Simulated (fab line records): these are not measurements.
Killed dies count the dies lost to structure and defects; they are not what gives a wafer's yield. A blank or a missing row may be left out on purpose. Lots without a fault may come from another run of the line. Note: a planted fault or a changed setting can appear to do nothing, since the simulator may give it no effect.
The tool behind it: which one? | flow gf180mcu | 33 wafers from 11 lots sampled at 5 of the route's 602 steps

== WHAT THE GAUGES SHOWED, per wafer ==
GF_V5_THK_MEAS_01.
lot  | measured     | on            | V5_CVD_00_THK (nm)
L473 | day 27 03:51 | film metro-02 | 304.6 300.1 304.0
L474 | day 27 11:49 | film metro-02 | 300.6 301.0 300.7
L475 | day 28 01:12 | film metro-02 | 302.7 301.0 302.4
L476 | day 28 04:51 | film metro-04 | 304.8 301.2 298.0
L479 | day 29 06:07 | film metro-04 | 300.2 299.7 301.9
L481 | day 29 20:56 | film metro-02 | 303.2 304.0 303.5
L483 | day 30 07:49 | film metro-04 | 302.8 303.0 301.7
L484 | day 30 12:57 | film metro-04 | 296.4 299.7 299.2
L486 | day 31 01:29 | film metro-02 | 301.9 302.8 298.9
L487 | day 31 13:09 | film metro-02 | 300.1 300.2 300.7
L494 | day 33 05:58 | film metro-04 | 305.2 302.1 304.9

GF_TOP_METAL_CD_MEAS_14: the cd target is 440 nm.
lot  | measured     | on        | cd nm (nm)
L473 | day 28 23:13 | cd sem-01 | 437.8 438.7 439.7
L474 | day 29 06:10 | cd sem-01 | 439.8 438.8 441.9
L475 | day 29 18:16 | cd sem-02 | 439.2 439.2 439.9
L476 | day 29 22:34 | cd sem-01 | 440.0 438.8 439.2
L479 | day 30 21:19 | cd sem-02 | 435.8 437.0 437.6
L481 | day 31 11:37 | cd sem-02 | 441.8 439.3 440.8
L483 | day 31 21:22 | cd sem-02 | 440.3 441.9 440.8
L484 | day 32 02:34 | cd sem-01 | 446.5 443.1 445.6
L486 | day 32 14:05 | cd sem-01 | 467.9 470.9 468.3
L487 | day 33 01:02 | cd sem-01 | 459.9 462.2 461.3
L494 | day 34 15:34 | cd sem-02 | 438.4 438.6 436.3

== TOOL THAT RAN EACH LOT (tool first, then ch and the chambers of the sampled wafers, then the start) ==
lot  | GF_M5_METAL_ETCH_10               | GF_M5_STRIP_11                       | GF_TOP_METAL_EXPOSE_11
L473 | rie metal-04 ch 0,1, day 27 02:46 | plasma asher-02 ch 0,1, day 27 02:53 | iline stepper-02 ch 0, day 28 13:08
L474 | rie metal-01 ch 1, day 27 10:58   | plasma asher-02 ch 0,1, day 27 11:13 | iline stepper-01 ch 0, day 28 20:59
L475 | rie metal-03 ch 0,1, day 28 00:24 | plasma asher-01 ch 0,1, day 28 00:32 | iline stepper-02 ch 0, day 29 08:32
L476 | rie metal-04 ch 0, day 28 04:01   | plasma asher-04 ch 0,1, day 28 04:16 | iline stepper-01 ch 0, day 29 13:08
L479 | rie metal-01 ch 0,1, day 29 05:25 | plasma asher-01 ch 0,1, day 29 05:32 | iline stepper-02 ch 0, day 30 12:43
L481 | rie metal-04 ch 0,1, day 29 20:10 | plasma asher-04 ch 0,1, day 29 20:16 | iline stepper-01 ch 0, day 31 02:52
L483 | rie metal-03 ch 0,1, day 30 07:04 | plasma asher-04 ch 0,1, day 30 07:11 | iline stepper-02 ch 0, day 31 13:00
L484 | rie metal-04 ch 0, day 30 12:13   | plasma asher-04 ch 0,1, day 30 12:20 | iline stepper-02 ch 0, day 31 17:46
L486 | rie metal-01 ch 0,1, day 31 00:47 | plasma asher-01 ch 0,1, day 31 00:55 | iline stepper-01 ch 0, day 32 05:59
L487 | rie metal-01 ch 0,1, day 31 12:06 | plasma asher-04 ch 0,1, day 31 12:14 | iline stepper-01 ch 0, day 32 17:17
L494 | rie metal-01 ch 0,1, day 33 05:15 | plasma asher-02 ch 0,1, day 33 05:23 | iline stepper-02 ch 0, day 34 07:56
- GF_M5_METAL_ETCH_10: etches the open film in Cl2/BCl3, stops on SiO2, target depth 750.8 nm, time 125.1 s.
- GF_M5_STRIP_11: strips in O2/N2.
- GF_TOP_METAL_EXPOSE_11: exposes mask MetalTop, target cd 440 nm.

== AS READ BY THE TOOLS THEMSELVES (means over the sampled wafers that have a number; for cases with no such wafer, the mark the record gives instead) ==
GF_M5_METAL_ETCH_10.
lot  | tool         | drypump motor current A (A) | mfc cl2 sccm (sccm) | oes product au (a.u.) | throttle valve pct (%)
L473 | rie metal-04 | 5.9                         | 80.16               | 0.986                 | 28.231
L474 | rie metal-01 | 5.3                         | 79.95               | 0.989                 | 28.225
L475 | rie metal-03 | 5.9                         | 79.99               | 0.986                 | 28.243
L476 | rie metal-04 | 5.5                         | 79.95               | 0.992                 | 28.227
L479 | rie metal-01 | 5.6                         | 80.13               | 0.990                 | 28.236
L481 | rie metal-04 | 5.7                         | 80.25               | 0.984                 | 28.238
L483 | rie metal-03 | 5.9                         | 79.94               | 0.982                 | 28.235
L484 | rie metal-04 | 5.5                         | 80.08               | 0.991                 | 28.228
L486 | rie metal-01 | 5.6                         | 79.80               | 0.992                 | 28.225
L487 | rie metal-01 | 5.6                         | 80.21               | 0.992                 | 28.234
L494 | rie metal-01 | 5.6                         | 79.89               | 0.985                 | 28.229

GF_M5_STRIP_11.
lot  | tool            | drypump motor current A (A) | heater power w (W) | oes product au (a.u.) | platen temp c (C) | strip time to endpoint s (s)
L473 | plasma asher-02 | 5.9                         | 301                | 0.524                 | 249.87            | 7.12
L474 | plasma asher-02 | 5.9                         | 299                | 0.522                 | 249.88            | 7.05
L475 | plasma asher-01 | 6.0                         | 349                | 0.521                 | 249.96            | 7.12
L476 | plasma asher-04 | 6.2                         | 360                | 0.518                 | 250.21            | 6.93
L479 | plasma asher-01 | 5.6                         | 346                | 0.522                 | 250.08            | 7.07
L481 | plasma asher-04 | 6.2                         | 362                | 0.520                 | 250.06            | 7.03
L483 | plasma asher-04 | 5.9                         | 342                | 0.520                 | 249.96            | 7.09
L484 | plasma asher-04 | 5.9                         | 337                | 0.524                 | 250.09            | 7.11
L486 | plasma asher-01 | 6.0                         | 350                | 0.519                 | 250.09            | 6.96
L487 | plasma asher-04 | 5.9                         | 341                | 0.520                 | 250.21            | 6.93
L494 | plasma asher-02 | 6.1                         | 313                | 0.523                 | 249.97            | 7.05

GF_TOP_METAL_EXPOSE_11.
lot  | tool             | exposure dose mJ cm2
L473 | iline stepper-02 | 170.11
L474 | iline stepper-01 | 169.90
L475 | iline stepper-02 | 170.10
L476 | iline stepper-01 | 170.07
L479 | iline stepper-02 | 169.92
L481 | iline stepper-01 | 169.95
L483 | iline stepper-02 | 169.92
L484 | iline stepper-02 | 169.96
L486 | iline stepper-01 | 154.13
L487 | iline stepper-01 | 157.39
L494 | iline stepper-02 | 170.26

== THE ANSWER, worked out from the rows above alone ==
Rule: usual is defined by the lots themselves. Put in order of their means at a reading, lots are off if they are a third of the lots or fewer, leave a main group of 4 or more, and stand apart from it by a gap of 3 or more times the standard deviation of the main group's means; of several such gaps the widest counts. A main group is skipped when, at the precision printed for the reading in the tables above, its means are all equal. A lot without any number at a reading at which 4 lots or more have one is off too. All remaining lots with rows at the step are treated as sound. Order of review: gauges by route order, followed by the tools' own readings, for which a lot's mean as printed above is used. At the first step where some lot is off, the reading lying furthest off is the one used; lots without a number count as furthest.
Off: L486, L487 (GF_TOP_METAL_CD_MEAS_14, cd nm). For the main group the mean is 439.9 nm and the standard deviation 2.2.
If a tool, at a process step before that reading, ran all the lots that are off and no sound lot after the first of them, it fits. The gauges at GF_TOP_METAL_CD_MEAS_14 aren't tried: what is off there is off at GF_TOP_METAL_EXPOSE_11 too, on other tools, and a gauge's error can't cause that. One fits: iline stepper-01 at GF_TOP_METAL_EXPOSE_11. Its last sound lot is L481 (day 31 02:52), its first lot that is off L486 (day 32 05:59): a fault that began between those two fits.
The tool's own readings at GF_TOP_METAL_EXPOSE_11 bear it out: on the lots that are off they differ by more than 5 times the standard deviation of the sound lots' means. exposure dose mJ cm2 reads 155.76 there against 170.02 on the sound lots.

== WHAT THE SIMULATOR HAD INSERTED ==
Process parameter drift: iline stepper-01, from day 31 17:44 on, at GF_TOP_METAL_EXPOSE_11. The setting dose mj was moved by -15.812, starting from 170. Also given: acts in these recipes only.
Struck lots among those shown: L486, L487. This agrees with what the rule above found.
